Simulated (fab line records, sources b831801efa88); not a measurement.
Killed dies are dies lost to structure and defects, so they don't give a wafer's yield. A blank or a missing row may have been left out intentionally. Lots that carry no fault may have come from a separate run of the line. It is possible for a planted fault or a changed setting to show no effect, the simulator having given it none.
fab line records	flow sky130
[record] lots = 6	wafers = 18	last_day = 50
route steps=708 shown LOCAL_INTERCONNECT@394 CONTACT@406 PAD_OPEN@708
lots untouched by any fault: they come from a run of this same line in which no faults occurred
start_h: the number of hours between the record's first day and the start of the first shown wafer of the lot	wait_h: hours since the lot's step before	" repeats the value in the row above	L1.1+2: a single row standing in for several wafers	- either no value or no given start	* or withheld: withheld	< > ~ a bound
route shown NAME@n: a module of which the file shows steps, and the number in the route of the first	usual: mean/standard deviation taken from wafers without a fault	same: alike in all rows	chamber/n: place in a boat	sites: readings site by site	_std_site: their standard deviation	_edge_site: mean of outer sites minus mean of inner sites	radius_mm: how far each site lies from the wafer's centre	mask NAME#n: copy n	behind: tool/chamber where the wafer was last shaped	hold: reason for holding the lot/hours on hold/outcome of the hold	device: which transistor (n, p or np) failed to switch	end of line: the tests these same wafers got at the end of their route	for a step that has no rows: nothing shown but its recipe	killed: dies lost to structure and defects at the first sort, not the wafer's yield	map: a wafer's dies, x killed, . not, _ none there
set.NAME: the setting the step ran with; set.NAME@STEP: the setting that earlier step ran with	model.NAME: the simulator's own value behind a step, which no gauge read
lots at selected steps of the route; one table per step, one row per wafer
services: when a tool's chamber went out of use (start_h, in hours from the record's first day, below 0 if earlier), for how many hours, and the reason
[[steps]]
[step SKY_LOCAL_INTERCONNECT_SOFTBAKE_07]
[recipe] temp_c = 100	time_s = 90	resist = KrF-thick
[step SKY_LOCAL_INTERCONNECT_EXPOSE_08]
[recipe] mask_id = LI1M	na = 0.8	source_shape = annular	sigma_inner = 0.55	sigma_outer = 0.85	target_cd_nm = 170	dose_mj = 28
[step SKY_LOCAL_INTERCONNECT_PEB_09]
[recipe] peb_temp_c = withheld	peb_time_s = withheld	resist = KrF-thick
[step SKY_LOCAL_INTERCONNECT_DEVELOP_10]
[recipe] develop_time_s = 60	resist = KrF-thick	dev_temp_c = 21
[step SKY_LOCAL_INTERCONNECT_CD_MEAS_11]
[recipe] target_cd_nm = 170
[usual] cd_nm = 169.5/1.4
lot.wafer	tool	chamber	start_h	wait_h	cd_nm
L772.2	cd_sem-01	-	706.89	-	169.0
L772.5	"	-	"	"	169.7
L772.6	"	-	"	"	171.2
L774.2	cd_sem-01	-	739.49	-	168.2
L774.4	"	-	"	"	168.6
L774.5	"	-	"	"	166.3
L781.3	cd_sem-01	-	787.14	-	169.5
L781.4	"	-	"	"	168.5
L781.6	"	-	"	"	169.3
L782.2	cd_sem-01	-	796.48	-	168.6
L782.4	"	-	"	"	170.1
L782.5	"	-	"	"	168.2
L792.2	cd_sem-01	-	873.87	-	167.7
L792.4	"	-	"	"	167.6
L792.5	"	-	"	"	167.0
L794.3	cd_sem-01	-	895.59	-	167.1
L794.5	"	-	"	"	168.6
L794.6	"	-	"	"	168.3
[step SKY_LOCAL_INTERCONNECT_OVL_MEAS_12]
[usual] LOCAL_INTERCONNECT_OVL = -1/5.3
lot.wafer	tool	chamber	start_h	wait_h	LOCAL_INTERCONNECT_OVL[nm]
L772.2	overlay-01	-	706.99	0.1	-5
L772.5	"	-	"	"	-11
L772.6	"	-	"	"	-14
L774.2	overlay-02	-	739.59	0.1	-3
L774.4	"	-	"	"	1
L774.5	"	-	"	"	-9
L781.3	overlay-02	-	787.23	0.1	-1
L781.4	"	-	"	"	-2
L781.6	"	-	"	"	-4
L782.2	overlay-02	-	796.58	0.1	-7
L782.4	"	-	"	"	-5
L782.5	"	-	"	"	-8
L792.2	overlay-01	-	873.97	0.1	-2
L792.4	"	-	"	"	-6
L792.5	"	-	"	"	-5
L794.3	overlay-02	-	895.68	0.1	4
L794.5	"	-	"	"	0
L794.6	"	-	"	"	-3
[step SKY_LOCAL_INTERCONNECT_ETCH_13]
[recipe] chemistry = N2/H2	target = BARC	ion_energy_ev = 200	bias_w = 100	pressure_mtorr = 30	n2_flow_sccm = 100	h2_flow_sccm = 200	icp_w = 500	stop_on = SiO2	time_s = 45.9	target_depth_a = 600
[step SKY_LOCAL_INTERCONNECT_METAL_ETCH_14]
[recipe] target_depth_nm = 110	stop_on = PSG	chemistry = Cl2/BCl3	target = TiN	resist_sidewall_deg = 88	pressure_mtorr = 10	icp_w = 900	bias_w = 48.5	Cl2_flow_sccm = 60	bcl3_flow_sccm = 30	time_s = 31.4
[step SKY_LOCAL_INTERCONNECT_STRIP_15]
[recipe] chemistry = O2/N2	power_w = 1400	pressure_mtorr = 1500	platen_temp_c = withheld	o2_flow_sccm = 3000	n2_flow_sccm = 300	overash_fraction = 0.5
[usual] drypump_motor_current_A = 5.8/0.44	oes_product_au = 0.427/0.0046	strip_time_to_endpoint_s = 4.714/0.022
lot.wafer	tool	chamber	start_h	wait_h	drypump_motor_current_A	oes_product_au	rf_hours_counter_h	strip_time_to_endpoint_s
L772.2	plasma_asher-03	0	707.14	0.0	6.3	0.427	98	4.729
L772.5	"	0	"	"	6.3	0.436	-	4.723
L772.6	"	1	"	"	5.7	0.432	-	4.706
L774.2	plasma_asher-02	0	739.85	0.1	5.9	0.431	60	4.708
L774.4	"	1	"	"	5.5	0.430	-	4.694
L774.5	"	0	"	"	5.9	0.433	-	4.745
L781.3	plasma_asher-03	0	787.40	0.1	6.3	0.431	-	4.715
L781.4	"	1	"	"	5.7	0.422	-	4.706
L781.6	"	0	"	"	6.3	0.426	-	4.707
L782.2	plasma_asher-02	0	796.73	0.0	5.9	0.424	66	4.691
L782.4	"	1	"	"	5.5	0.432	-	4.696
L782.5	"	1	"	"	5.5	0.427	-	4.740
L792.2	plasma_asher-02	1	874.12	0.0	5.5	0.430	74	4.754
L792.4	"	1	"	"	5.5	0.425	-	4.763
L792.5	"	1	"	"	5.5	0.434	-	4.747
L794.3	plasma_asher-02	1	895.85	0.1	5.5	0.426	-	4.729
L794.5	"	0	"	"	5.9	0.418	-	4.766
L794.6	"	1	"	"	5.5	0.431	-	4.738
[step SKY_LOCAL_INTERCONNECT_STRIP_16]
[recipe] chemistry = post_etch_residue_remover	time_s = 1200	temp_c = 72.5
[step SKY_LOCAL_INTERCONNECT_CLEAN_17]
[recipe] chemistry = IPA	time_s = 180	temp_c = 25
[step SKY_LOCAL_INTERCONNECT_CLEAN_18]
[recipe] chemistry = O3/DIW	dry = n2_spin
[step SKY_CONTACT_CVD_00]
[recipe] material = Si3N4	target_thk_nm = 75	temp_c = 400	time_s = withheld	rf_w = 450
[usual] heater_power_w = 752/79
lot.wafer	tool	chamber	start_h	wait_h	heater_power_w	model.Si3N4_of_CONTACT_CVD_00.thk_nm
L772.2	pecvd-02	0	708.16	0.0	660	74.98
L772.5	"	1	"	"	808	75.77
L772.6	"	0	"	"	671	76.92
L774.2	pecvd-02	0	740.44	0.0	702	75.73
L774.4	"	0	"	"	698	76.66
L774.5	"	1	"	"	818	75.4
L781.3	pecvd-02	0	788.03	0.0	697	27.39
L781.4	"	2	"	"	661	76.6
L781.6	"	0	"	"	684	28.82
L782.2	pecvd-02	2	797.32	0.0	643	73.49
L782.4	"	0	"	"	649	27.44
L782.5	"	2	"	"	655	75.98
L792.2	pecvd-02	2	874.71	0.0	600	73.72
L792.4	"	0	"	"	719	75.3
L792.5	"	1	"	"	906	75.25
L794.3	pecvd-04	1	896.41	0.0	785	73.72
L794.5	"	1	"	"	652	75.38
L794.6	"	0	"	"	759	75.93
[step SKY_CONTACT_THK_MEAS_01]
[recipe] reads = Si3N4_of_CONTACT_CVD_00
[usual] CONTACT_CVD_00_THK = 75.3/0.96
lot.wafer	tool	chamber	start_h	wait_h	CONTACT_CVD_00_THK[nm]
L772.2	film_metro-02	-	708.20	-	75.0
L772.5	"	-	"	"	75.8
L772.6	"	-	"	"	76.9
L774.2	film_metro-04	-	740.49	-	75.7
L774.4	"	-	"	"	76.7
L774.5	"	-	"	"	75.4
L781.3	film_metro-02	-	788.08	-	27.4
L781.4	"	-	"	"	76.6
L781.6	"	-	"	"	28.8
L782.2	film_metro-03	-	797.36	-	73.5
L782.4	"	-	"	"	27.4
L782.5	"	-	"	"	76.1
L792.2	film_metro-04	-	874.76	-	73.7
L792.4	"	-	"	"	75.3
L792.5	"	-	"	"	75.3
L794.3	film_metro-03	-	896.47	-	73.7
L794.5	"	-	"	"	75.4
L794.6	"	-	"	"	75.9
[step SKY_CONTACT_HDPCVD_02]
[recipe] material = SiO2	target_thk_nm = 565	sigma_open_frac = 0.3	time_s = 94.2	temp_c = 600	sih4_flow_sccm = 60	pressure_mtorr = 6
[step SKY_CONTACT_THK_MEAS_03]
[recipe] reads = SiO2_of_CONTACT_HDPCVD_02
[usual] CONTACT_HDPCVD_THK = 565/6.4
lot.wafer	tool	chamber	start_h	wait_h	CONTACT_HDPCVD_THK[nm]
L772.2	film_metro-03	-	708.33	0.0	572
L772.5	"	-	"	"	582
L772.6	"	-	"	"	572
L774.2	film_metro-02	-	740.61	0.0	565
L774.4	"	-	"	"	566
L774.5	"	-	"	"	567
L781.3	film_metro-03	-	788.21	0.1	563
L781.4	"	-	"	"	571
L781.6	"	-	"	"	561
L782.2	film_metro-02	-	797.49	0.0	564
L782.4	"	-	"	"	565
L782.5	"	-	"	"	563
L792.2	film_metro-02	-	874.89	0.0	576
L792.4	"	-	"	"	557
L792.5	"	-	"	"	569
L794.3	film_metro-02	-	896.60	0.1	569
L794.5	"	-	"	"	555
L794.6	"	-	"	"	560
[step SKY_CONTACT_CMP_04]
[recipe] material = SiO2	down_force_psi = 4	platen_rpm = 60	pad_velocity_m_s = 0.94248
[usual] motor_current_A = 11.6/0.93
lot.wafer	tool	chamber	start_h	wait_h	motor_current_A
L772.2	cmp-02	3	708.38	0.0	13.6
L772.6	"	3	"	"	13.5
L772.5	"	0	"	"	11.9
L774.2	cmp-02	2	740.76	0.1	11.3
L774.4	"	3	"	"	14.3
L774.5	"	1	"	"	9.8
L781.3	cmp-01	1	788.38	0.2	11.7
L781.4	"	2	"	"	11.7
L781.6	"	1	"	"	11.8
L782.4	cmp-01	3	797.59	0.1	10.1
L782.2	"	0	"	"	11.6
L782.5	"	3	"	"	10.5
L792.4	cmp-02	0	875.04	0.1	11.8
L792.2	"	1	"	"	9.9
L792.5	"	2	"	"	11.1
L794.3	cmp-01	1	896.79	0.2	11.4
L794.5	"	2	"	"	12.2
L794.6	"	3	"	"	10.7
[step SKY_CONTACT_BOW_MEAS_05]
[recipe] mode = bow
[usual] CONTACT_BOW = 80/6.9
lot.wafer	tool	chamber	start_h	wait_h	CONTACT_BOW[um]
L772.2	film_metro-02	-	708.70	0.3	76
L772.5	"	-	"	"	82
L772.6	"	-	"	"	92
L774.2	film_metro-03	-	740.98	0.2	89
L774.4	"	-	"	"	93
L774.5	"	-	"	"	83
L781.3	film_metro-04	-	788.72	0.3	81
L781.4	"	-	"	"	84
L781.6	"	-	"	"	91
L782.2	film_metro-02	-	797.86	0.2	73
L782.4	"	-	"	"	89
L782.5	"	-	"	"	92
L792.2	film_metro-03	-	875.26	0.1	65
L792.4	"	-	"	"	72
L792.5	"	-	"	"	65
L794.3	film_metro-03	-	896.98	0.1	75
L794.5	"	-	"	"	79
L794.6	"	-	"	"	80
[step SKY_CONTACT_DEHYDRATE_06]
[recipe] temp_c = 200	time_s = 60
[step SKY_CONTACT_HMDS_07]
[recipe] prime_time_s = 60	prime_temp_c = 120
[step SKY_CONTACT_COAT_08]
[recipe] resist = BARC	temp_c = withheld	time_s = withheld	spin_rpm = 3000	resist_thk_nm = 60
[step SKY_CONTACT_COAT_09]
[recipe] resist = KrF-thick	spin_rpm = 3000	resist_thk_nm = 450
[step SKY_CONTACT_SOFTBAKE_10]
[recipe] temp_c = 100	time_s = 90	resist = KrF-thick
[step SKY_CONTACT_EXPOSE_11]
[recipe] mask_id = CTM1	na = 0.8	source_shape = annular	sigma_inner = 0.55	sigma_outer = 0.85	target_cd_nm = 170	dose_mj = 38
[step SKY_CONTACT_PEB_12]
[recipe] peb_temp_c = withheld	peb_time_s = withheld	resist = KrF-thick
[step SKY_CONTACT_DEVELOP_13]
[recipe] develop_time_s = 60	resist = KrF-thick	dev_temp_c = 21
[step SKY_CONTACT_CD_MEAS_14]
[recipe] target_cd_nm = 170
[usual] cd_nm = 170.0/1.3
lot.wafer	tool	chamber	start_h	wait_h	cd_nm
L772.2	cd_sem-02	-	736.66	-	168.6
L772.5	"	-	"	"	169.7
L772.6	"	-	"	"	169.1
L774.2	cd_sem-02	-	768.81	-	170.9
L774.4	"	-	"	"	170.3
L774.5	"	-	"	"	171.1
L781.3	cd_sem-01	-	815.78	-	169.9
L781.4	"	-	"	"	170.9
L781.6	"	-	"	"	167.4
L782.2	cd_sem-02	-	827.18	-	170.2
L782.4	"	-	"	"	170.3
L782.5	"	-	"	"	170.1
L792.2	cd_sem-02	-	900.59	-	172.2
L792.4	"	-	"	"	172.2
L792.5	"	-	"	"	172.8
L794.3	cd_sem-02	-	922.04	-	169.7
L794.5	"	-	"	"	168.9
L794.6	"	-	"	"	170.8
[step SKY_CONTACT_OVL_MEAS_15]
[usual] CONTACT_OVL = -5/5.1
lot.wafer	tool	chamber	start_h	wait_h	CONTACT_OVL[nm]
L772.2	overlay-01	-	736.77	0.1	-6
L772.5	"	-	"	"	-10
L772.6	"	-	"	"	0
L774.2	overlay-02	-	768.92	0.1	-15
L774.4	"	-	"	"	-10
L774.5	"	-	"	"	-10
L781.3	overlay-01	-	815.87	0.1	0
L781.4	"	-	"	"	-7
L781.6	"	-	"	"	-1
L782.2	overlay-01	-	827.28	0.1	-6
L782.4	"	-	"	"	-2
L782.5	"	-	"	"	-7
L792.2	overlay-01	-	900.69	0.1	-9
L792.4	"	-	"	"	-7
L792.5	"	-	"	"	-3
L794.3	overlay-01	-	922.13	0.1	-10
L794.5	"	-	"	"	2
L794.6	"	-	"	"	-4
[step SKY_CONTACT_ETCH_16]
[recipe] chemistry = N2/H2	target = BARC	ion_energy_ev = 200	source_w = 500	bias_w = 100	pressure_mtorr = 30	n2_flow_sccm = 100	h2_flow_sccm = 200	stop_on = SiO2	time_s = 45.9	target_depth_a = 600
[usual] drypump_motor_current_A = 5.9/0.62	oes_product_au = 0.854/0.0048	throttle_valve_pct = 13.224/0.0088
lot.wafer	tool	chamber	start_h	wait_h	drypump_motor_current_A	oes_product_au	rf_hours_counter_h	throttle_valve_pct
L772.2	rie_diel-04	3	736.80	0.0	5.1	0.857	10	13.227
L772.5	"	3	"	"	5.1	0.852	-	13.216
L772.6	"	0	"	"	5.8	0.854	-	13.220
L774.2	rie_diel-01	1	768.95	0.0	5.8	0.855	24	13.223
L774.4	"	3	"	"	5.7	0.856	8	13.225
L774.5	"	0	"	"	6.6	0.856	-	13.229
L781.3	rie_diel-01	1	815.89	0.0	5.8	0.861	26	13.221
L781.4	"	2	"	"	5.3	0.853	13	13.233
L781.6	"	1	"	"	5.8	0.855	-	13.229
L782.2	rie_diel-03	0	827.31	0.0	5.9	0.858	7	13.212
L782.4	"	3	"	"	6.7	0.853	14	13.217
L782.5	"	3	"	"	6.7	0.860	-	13.235
L792.2	rie_diel-03	1	900.72	0.0	5.2	0.857	15	13.223
L792.4	"	0	"	"	6.0	0.865	10	13.237
L792.5	"	0	"	"	5.9	0.863	-	13.226
L794.3	rie_diel-04	2	922.15	0.0	6.8	0.857	7	13.226
L794.5	"	1	"	"	6.8	0.855	-	13.230
L794.6	"	2	"	"	6.8	0.853	-	13.209
[step SKY_CONTACT_ETCH_17]
[recipe] target = SiO2	chemistry = C4F8/O2/Ar	stop_on = Si3N4	mask_material = KrF-thick	source_w = 1500	bias_w = 1200	pressure_mtorr = 40	c4f8_flow_sccm = withheld	O2_flow_sccm = 6	Ar_flow_sccm = 300	time_s = withheld	target_depth_a = 3400
[usual] oes_product_au = 0.891/0.0052
lot.wafer	tool	chamber	start_h	wait_h	oes_product_au
L772.2	rie_diel-04	3	736.84	0.0	0.891
L772.5	"	3	"	"	0.898
L772.6	"	0	"	"	0.897
L774.2	rie_diel-01	1	768.99	0.0	0.890
L774.4	"	3	"	"	0.884
L774.5	"	0	"	"	0.899
L781.3	rie_diel-01	1	815.94	0.0	0.884
L781.4	"	2	"	"	0.888
L781.6	"	1	"	"	0.883
L782.2	rie_diel-03	0	827.36	0.0	0.887
L782.4	"	3	"	"	0.892
L782.5	"	3	"	"	0.887
L792.2	rie_diel-03	1	900.77	0.0	0.895
L792.4	"	0	"	"	0.893
L792.5	"	0	"	"	0.882
L794.3	rie_diel-04	2	922.19	0.0	0.895
L794.5	"	1	"	"	0.882
L794.6	"	2	"	"	0.897
[step SKY_CONTACT_ETCH_18]
[recipe] target = Si3N4	chemistry = CHF3/O2	stop_on = TiN	source_w = 600	bias_w = 200	pressure_mtorr = 40	chf3_flow_sccm = 50	O2_flow_sccm = 5	time_s = 39	target_depth_a = 750
[usual] drypump_motor_current_A = 5.9/0.62	oes_product_au = 0.857/0.0076	throttle_valve_pct = 8.794/0.0097
lot.wafer	tool	chamber	start_h	wait_h	drypump_motor_current_A	oes_product_au	rf_hours_counter_h	throttle_valve_pct	model.etch.depth_nm
L772.2	rie_diel-04	3	-	-	5.1	0.863	10	8.789	74.98
L772.5	"	3	"	"	5.2	0.858	-	8.812	75.77
L772.6	"	0	"	"	5.8	0.870	-	8.805	76.92
L774.2	rie_diel-01	1	-	-	5.8	0.861	24	8.807	75.73
L774.4	"	3	"	"	5.7	0.862	8	8.774	76.66
L774.5	"	0	"	"	6.6	0.859	-	8.790	75.4
L781.3	rie_diel-01	1	-	-	5.7	0.550	26	8.704	27.39
L781.4	"	2	"	"	5.3	0.864	13	8.806	76.6
L781.6	"	1	"	"	5.8	0.559	-	8.717	28.82
L782.2	rie_diel-03	0	-	-	5.9	0.844	7	8.795	73.49
L782.4	"	3	"	"	6.6	0.554	14	8.712	27.44
L782.5	"	3	"	"	6.6	0.865	-	8.786	75.98
L792.2	rie_diel-03	1	-	-	5.2	0.852	15	8.797	73.72
L792.4	"	0	"	"	5.9	0.858	10	8.784	75.3
L792.5	"	0	"	"	5.9	0.856	-	8.794	75.25
L794.3	rie_diel-04	2	-	-	6.8	0.849	7	8.783	73.72
L794.5	"	1	"	"	6.8	0.859	-	8.780	75.38
L794.6	"	2	"	"	6.8	0.855	-	8.800	75.93
[step SKY_CONTACT_STRIP_19]
[recipe] chemistry = O2/N2	power_w = 1400	pressure_mtorr = 1500	platen_temp_c = withheld	o2_flow_sccm = 3000	n2_flow_sccm = 300	overash_fraction = 0.5
[usual] drypump_motor_current_A = 5.9/0.55	oes_product_au = 0.380/0.0048	strip_time_to_endpoint_s = 3.61/0.03
lot.wafer	tool	chamber	start_h	wait_h	drypump_motor_current_A	oes_product_au	rf_hours_counter_h	strip_time_to_endpoint_s
L772.2	plasma_asher-04	1	736.93	-	5.7	0.385	92	3.63
L772.5	"	0	"	"	6.6	0.384	-	3.60
L772.6	"	1	"	"	5.7	0.383	-	3.65
L774.2	plasma_asher-04	0	769.08	-	6.6	0.373	97	3.64
L774.4	"	0	"	"	6.6	0.380	-	3.61
L774.5	"	0	"	"	6.6	0.382	-	3.59
L781.3	plasma_asher-04	1	816.06	-	5.8	0.382	-	3.58
L781.4	"	0	"	"	6.6	0.378	-	3.62
L781.6	"	1	"	"	5.8	0.372	-	3.58
L782.2	plasma_asher-04	1	827.45	-	5.8	0.376	102	3.62
L782.4	"	0	"	"	6.6	0.383	-	3.66
L782.5	"	1	"	"	5.8	0.384	-	3.65
L792.2	plasma_asher-04	0	900.86	-	6.6	0.374	109	3.56
L792.4	"	0	"	"	6.6	0.370	-	3.58
L792.5	"	1	"	"	5.7	0.380	-	3.61
L794.3	plasma_asher-04	1	922.32	-	5.8	0.382	-	3.64
L794.5	"	0	"	"	6.6	0.373	-	3.62
L794.6	"	1	"	"	5.8	0.394	-	3.63
[step SKY_PAD_OPEN_PROBE_99]
[usual] killed_at_M0_to_M3 = 44/7.2	killed_at_M4_up = 3.4/2.1	killed_at_contacts = 24/5.5	killed_at_front_end = 15/4.6	killed_at_other = 0.4/0.64	killed_dies = 86/9.1	killed_open = 47/7.5	killed_short = 39/5.8
[same] gross_dies = 492	killed_at_back_side = 0
lot.wafer	tool	chamber	start_h	wait_h	killed_at_M0_to_M3	killed_at_M4_up	killed_at_contacts	killed_at_front_end	killed_at_other	killed_dies	killed_open	killed_short
L772.2	prober-02	-	1078.32	0.1	43	4	19	23	0	89	56	32
L772.5	prober-02	-	1078.47	0.2	35	3	27	17	4	86	53	29
L772.6	prober-02	-	1078.52	0.2	45	3	22	20	0	90	49	41
L774.2	prober-01	-	1101.06	0.1	41	3	38	10	0	92	57	35
L774.4	prober-01	-	1101.16	0.2	40	1	26	8	0	75	52	23
L774.5	prober-01	-	1101.21	0.2	35	5	32	12	0	84	49	35
L781.3	prober-01	-	1135.96	0.2	57	6	22	11	1	97	55	42
L781.4	prober-01	-	1136.01	0.2	38	2	30	11	0	81	47	34
L781.6	prober-01	-	1136.11	0.2	40	3	22	9	0	74	39	35
L782.2	prober-02	-	1144.27	0.1	45	0	18	13	0	76	37	39
L782.4	prober-02	-	1144.37	0.2	38	0	21	12	1	72	43	29
L782.5	prober-02	-	1144.42	0.2	50	1	28	12	1	92	46	46
L792.2	prober-02	-	1194.16	0.1	31	1	25	21	1	79	50	29
L792.4	prober-02	-	1194.26	0.2	29	4	29	30	1	93	41	49
L792.5	prober-02	-	1194.31	0.2	39	3	28	15	0	85	45	40
L794.3	prober-01	-	1205.57	0.2	61	2	16	17	0	96	51	44
L794.5	prober-01	-	1205.67	0.2	48	4	18	21	0	91	62	29
L794.6	prober-01	-	1205.72	0.2	45	4	39	14	0	102	56	46
// killed by level:class
L772.2 VIA1:geometric_particle:open=10 CONTACT:geometric_particle:open=9 POLY_GATE:geometric_particle:open=7 VIA2:geometric_particle:open=7 METAL2:geometric_particle:short=6 FIELD_ISO:geometric_particle:open=5 VIA3:geometric_particle:open=5 POLY_GATE:geometric_particle:short=4
L772.5 CONTACT:geometric_particle:open=11 LI_CONTACT:geometric_particle:open=10 VIA1:geometric_particle:open=7 VIA3:geometric_particle:open=7 FIELD_ISO:geometric_particle:open=4 VIA2:geometric_particle:short=4 CONTACT:geometric_particle:short=4 METAL2:geometric_particle:short=4
L772.6 VIA1:geometric_particle:open=12 CONTACT:geometric_particle:open=11 LI_CONTACT:geometric_particle:open=7 VIA1:geometric_particle:short=5 VIA3:geometric_particle:open=5 FIELD_ISO:geometric_particle:open=4 FIELD_ISO:geometric_particle:short=4 POLY_GATE:geometric_particle:short=4
L774.2 LI_CONTACT:geometric_particle:open=18 CONTACT:geometric_particle:open=9 VIA2:geometric_particle:open=9 METAL2:geometric_particle:short=8 VIA1:geometric_particle:open=7 LOCAL_INTERCONNECT:geometric_particle:short=5 VIA1:geometric_particle:short=5 CONTACT:geometric_particle:short=4
L774.4 VIA1:geometric_particle:open=11 LI_CONTACT:geometric_particle:open=8 VIA2:geometric_particle:open=8 CONTACT:geometric_particle:open=7 VIA3:geometric_particle:open=7 VIA1:geometric_particle:short=4 LOCAL_INTERCONNECT:geometric_particle:short=4 CONTACT:geometric_particle:short=3
L774.5 CONTACT:geometric_particle:open=12 VIA1:geometric_particle:open=11 LI_CONTACT:geometric_particle:open=10 VIA3:geometric_particle:open=6 METAL4:geometric_particle:short=5 LI_CONTACT:geometric_particle:short=4 METAL2:geometric_particle:short=4 METAL1:geometric_particle:short=4
L781.3 VIA1:geometric_particle:open=11 VIA2:geometric_particle:open=10 LI_CONTACT:geometric_particle:open=8 METAL2:geometric_particle:short=7 CONTACT:geometric_particle:open=7 VIA3:geometric_particle:open=7 METAL4:geometric_particle:short=6 VIA2:geometric_particle:short=6
L781.4 CONTACT:geometric_particle:open=11 VIA1:geometric_particle:open=11 LI_CONTACT:geometric_particle:open=8 METAL2:geometric_particle:short=8 VIA2:geometric_particle:open=5 POLY_GATE:geometric_particle:short=4 LOCAL_INTERCONNECT:geometric_particle:short=4 CONTACT:geometric_particle:short=3
L781.6 CONTACT:geometric_particle:open=10 METAL2:geometric_particle:short=8 VIA3:geometric_particle:short=6 VIA3:geometric_particle:open=6 VIA1:geometric_particle:open=5 VIA2:geometric_particle:open=5 LI_CONTACT:geometric_particle:open=4 CONTACT:geometric_particle:short=4
L782.2 VIA2:geometric_particle:open=10 METAL1:geometric_particle:short=7 LOCAL_INTERCONNECT:geometric_particle:short=6 VIA1:geometric_particle:open=6 POLY_GATE:geometric_particle:short=5 LI_CONTACT:geometric_particle:open=5 METAL3:geometric_particle:short=5 CONTACT:geometric_particle:open=4
L782.4 VIA1:geometric_particle:open=11 LI_CONTACT:geometric_particle:open=8 FIELD_ISO:geometric_particle:open=5 CONTACT:geometric_particle:open=5 VIA3:geometric_particle:open=5 VIA3:geometric_particle:short=5 VIA1:geometric_particle:short=4 METAL1:geometric_particle:short=4
L782.5 VIA1:geometric_particle:open=15 CONTACT:geometric_particle:open=10 VIA1:geometric_particle:short=9 LI_CONTACT:geometric_particle:open=8 METAL1:geometric_particle:short=7 METAL2:geometric_particle:short=7 LOCAL_INTERCONNECT:geometric_particle:short=6 POLY_GATE:geometric_particle:short=5
L792.2 CONTACT:geometric_particle:open=10 LI_CONTACT:geometric_particle:open=8 VIA1:geometric_particle:open=8 FIELD_ISO:geometric_particle:open=5 VIA1:geometric_particle:short=5 VIA2:geometric_particle:open=5 SONOS_ONO:geometric_particle:open=3 POLY_GATE:geometric_particle:short=3
L792.4 CONTACT:geometric_particle:open=11 FIELD_ISO:geometric_particle:short=7 POLY_GATE:geometric_particle:short=7 CONTACT:geometric_particle:short=6 VIA1:geometric_particle:open=6 FIELD_ISO:geometric_particle:open=5 POLY_GATE:geometric_particle:open=5 METAL2:geometric_particle:short=5
L792.5 CONTACT:geometric_particle:open=11 VIA1:geometric_particle:open=10 VIA3:geometric_particle:open=8 FIELD_ISO:geometric_particle:short=6 VIA3:geometric_particle:short=6 LOCAL_INTERCONNECT:geometric_particle:short=5 METAL1:geometric_particle:short=5 LI_CONTACT:geometric_particle:open=4
L794.3 VIA1:geometric_particle:open=16 METAL1:geometric_particle:short=10 CONTACT:geometric_particle:open=7 VIA3:geometric_particle:open=7 VIA2:geometric_particle:open=6 VIA1:geometric_particle:short=5 FIELD_ISO:geometric_particle:open=4 POLY_GATE:geometric_particle:open=4
L794.5 VIA2:geometric_particle:open=12 VIA1:geometric_particle:open=9 FIELD_ISO:geometric_particle:open=8 LI_CONTACT:geometric_particle:open=7 CONTACT:geometric_particle:open=6 VIA3:geometric_particle:open=5 METAL1:geometric_particle:short=5 POLY_GATE:geometric_particle:open=4
L794.6 CONTACT:geometric_particle:open=13 VIA3:geometric_particle:open=9 CONTACT:geometric_particle:short=8 VIA1:geometric_particle:open=8 METAL1:geometric_particle:short=8 VIA2:geometric_particle:open=7 FIELD_ISO:geometric_particle:open=6 LOCAL_INTERCONNECT:geometric_particle:short=6
[[services]]
tool	chamber	start_h	hours	kind
rie_diel-01	-	702.72	2.8	pm
rie_diel-03	-	710.29	2.8	pm
rie_diel-04	0	713.98	2.6	repair
rie_diel-01	1	716.89	1.6	repair
rie_diel-03	1	717.09	2.8	repair
plasma_asher-03	-	733.75	9.0	pm
pecvd-04	-	742.88	0.5	repair
cmp-02	-	744.00	4.0	pm
pecvd-02	2	751.56	4.1	repair
pecvd-04	-	780.54	0.8	repair
cmp-02	-	788.03	1.2	repair
pecvd-04	2	831.69	3.8	repair
pecvd-04	0	837.27	12.1	repair
pecvd-04	-	850.34	2.3	repair
cmp-01	-	867.64	3.6	pm
cmp-01	-	871.36	1.3	repair
rie_diel-03	2	874.23	25.6	repair
plasma_asher-02	-	899.08	2.8	pm
rie_diel-01	1	906.03	2.3	repair
plasma_asher-03	-	906.39	8.2	repair
cmp-01	-	912.00	4.0	pm
rie_diel-01	1	917.41	4.7	repair
plasma_asher-04	-	917.98	1.3	repair
cmp-01	-	921.31	1.1	repair
[[key]]
[first_sign] step = SKY_CONTACT_THK_MEAS_01	reading = CONTACT_CVD_00_THK	direction = down	sigmas = 50	usual = 75.3	struck = 27.9
[effect] step = SKY_CONTACT_ETCH_18	reading = oes_product_au	direction = down	sigmas = 40	usual = 0.857	struck = 0.554
[model_effect] step = SKY_CONTACT_CVD_00	value = Si3N4_of_CONTACT_CVD_00.thk_nm	without = 75.49	struck = 27.88
[model_effect] step = SKY_CONTACT_ETCH_18	value = etch.depth_nm	without = 75.49	struck = 27.88
met_at SKY_CONTACT_CVD_00
struck_wafers L781.3,L781.6,L782.4
tester_left_out L781,L782
onset_between 740.44 788.03
[fault] kind = process_parameter_drift	tool = pecvd-02	chamber = 0	onset_h = 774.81	steps = SKY_CONTACT_CVD_00	channel = time_s	offset = withheld	shape = step	end_h = 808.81	acts_in = *
// tester_left_out: of these lots the tester's yield and bins aren't shown, on N5 and GAA mostly nor the transistor test; their killed dies are dies lost to structure and defects alone, not to doping, threshold or leakage, so they don't give the yield
